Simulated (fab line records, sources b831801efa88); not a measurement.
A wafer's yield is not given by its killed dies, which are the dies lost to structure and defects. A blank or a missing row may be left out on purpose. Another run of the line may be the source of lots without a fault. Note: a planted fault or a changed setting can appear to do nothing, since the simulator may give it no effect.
Chamber matching :: flow gf180mcu :: rie_si-02 running GF_STI_ETCH_14: 3 sister chambers
The step etches Si in HBr/Cl2/O2, target depth 360 nm, time 102.9 s. 16 wafers are shown with their chamber, then 6 later ones without.

WAFERS PAIRED WITH THEIR CHAMBERS
wafer: L516.3
chamber: 0
drypump_motor_current_A (A): 5.8
oes_product_au (a.u.): 0.988
bias_w (W): 149.8

wafer: L516.4
chamber: 0
drypump_motor_current_A (A): 5.8
oes_product_au (a.u.): 0.991
bias_w (W): 150.3

wafer: L516.5
chamber: 3
drypump_motor_current_A (A): 6.0
oes_product_au (a.u.): 0.999
bias_w (W): 150.7

wafer: L517.3
chamber: 3
drypump_motor_current_A (A): 6.1
oes_product_au (a.u.): 1.004
bias_w (W): 149.9

wafer: L517.4
chamber: 2
drypump_motor_current_A (A): 5.0
oes_product_au (a.u.): 1.007
bias_w (W): 150.0

wafer: L517.5
chamber: 0
drypump_motor_current_A (A): 5.8
oes_product_au (a.u.): 1.001
bias_w (W): 150.4

wafer: L518.2
chamber: 3
drypump_motor_current_A (A): 6.1
oes_product_au (a.u.): 1.003
bias_w (W): 150.6

wafer: L518.4
chamber: 3
drypump_motor_current_A (A): 6.0
oes_product_au (a.u.): 1.003
bias_w (W): 150.3

wafer: L518.5
chamber: 2
drypump_motor_current_A (A): 5.0
oes_product_au (a.u.): 0.993
bias_w (W): 149.7

wafer: L523.2
chamber: 2
drypump_motor_current_A (A): 5.0
oes_product_au (a.u.): 0.991
bias_w (W): 150.3

wafer: L523.3
chamber: 3
drypump_motor_current_A (A): 6.0
oes_product_au (a.u.): 1.001
bias_w (W): 150.4

wafer: L523.6
chamber: 2
drypump_motor_current_A (A): 5.0
oes_product_au (a.u.): 0.996
bias_w (W): 150.0

wafer: L524.2
chamber: 0
drypump_motor_current_A (A): 5.9
oes_product_au (a.u.): 0.990
bias_w (W): 149.6

wafer: L524.5
chamber: 3
drypump_motor_current_A (A): 6.0
oes_product_au (a.u.): 0.996
bias_w (W): 150.3

wafer: L524.6
chamber: 0
drypump_motor_current_A (A): 5.9
oes_product_au (a.u.): 0.992
bias_w (W): 149.7

wafer: L525.1
chamber: 2
drypump_motor_current_A (A): 5.0
oes_product_au (a.u.): 0.998
bias_w (W): 149.7

SIGNATURES, as means of the wafers listed above
reading: drypump_motor_current_A
chamber 0: 5.840
chamber 2: 5.000
chamber 3: 6.033
scatter within a chamber: 0.0441

reading: oes_product_au
chamber 0: 0.99240
chamber 2: 0.99700
chamber 3: 1.00100
scatter within a chamber: 0.00481

reading: bias_w
chamber 0: 149.960
chamber 2: 149.940
chamber 3: 150.367
scatter within a chamber: 0.301
Rule: a wafer lies at a distance from a chamber equal to the root of the sum of squares, over the readings, of (its reading less the chamber's mean, divided by the reading's scatter). If the next closest chamber is less than 2 further off than the closest, the wafer can't be placed; otherwise it belongs to the closest. How the scatter is found: for the shown wafers, subtract from each reading the mean of its chamber, square and add these, divide the total by (wafers less chambers), then take the root.

WAFERS MISSING THEIR CHAMBER
wafer: L525.3
drypump_motor_current_A (A): 5.8
oes_product_au (a.u.): 1.005
bias_w (W): 150.3

wafer: L525.6
drypump_motor_current_A (A): 5.9
oes_product_au (a.u.): 0.996
bias_w (W): 149.9

wafer: L529.4
drypump_motor_current_A (A): 6.1
oes_product_au (a.u.): 1.002
bias_w (W): 150.6

wafer: L529.5
drypump_motor_current_A (A): 5.9
oes_product_au (a.u.): 0.997
bias_w (W): 149.6

wafer: L530.2
drypump_motor_current_A (A): 5.9
oes_product_au (a.u.): 0.994
bias_w (W): 150.8

wafer: L530.5
drypump_motor_current_A (A): 5.9
oes_product_au (a.u.): 0.997
bias_w (W): 150.9

CHAMBER TAKEN BY EACH
wafer: L525.3
from the rows above: 0
in truth: 0

wafer: L525.6
from the rows above: can't be placed: 0 or 3
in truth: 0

wafer: L529.4
from the rows above: 3
in truth: 3

wafer: L529.5
from the rows above: can't be placed: 0 or 3
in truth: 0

wafer: L530.2
from the rows above: can't be placed: 0 or 3
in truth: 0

wafer: L530.5
from the rows above: can't be placed: 0 or 3
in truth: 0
Placed correctly: 2 of 6. Cannot be placed on the basis of these rows: 4; the candidates contain the true chamber in 4. 0 placed wrongly.
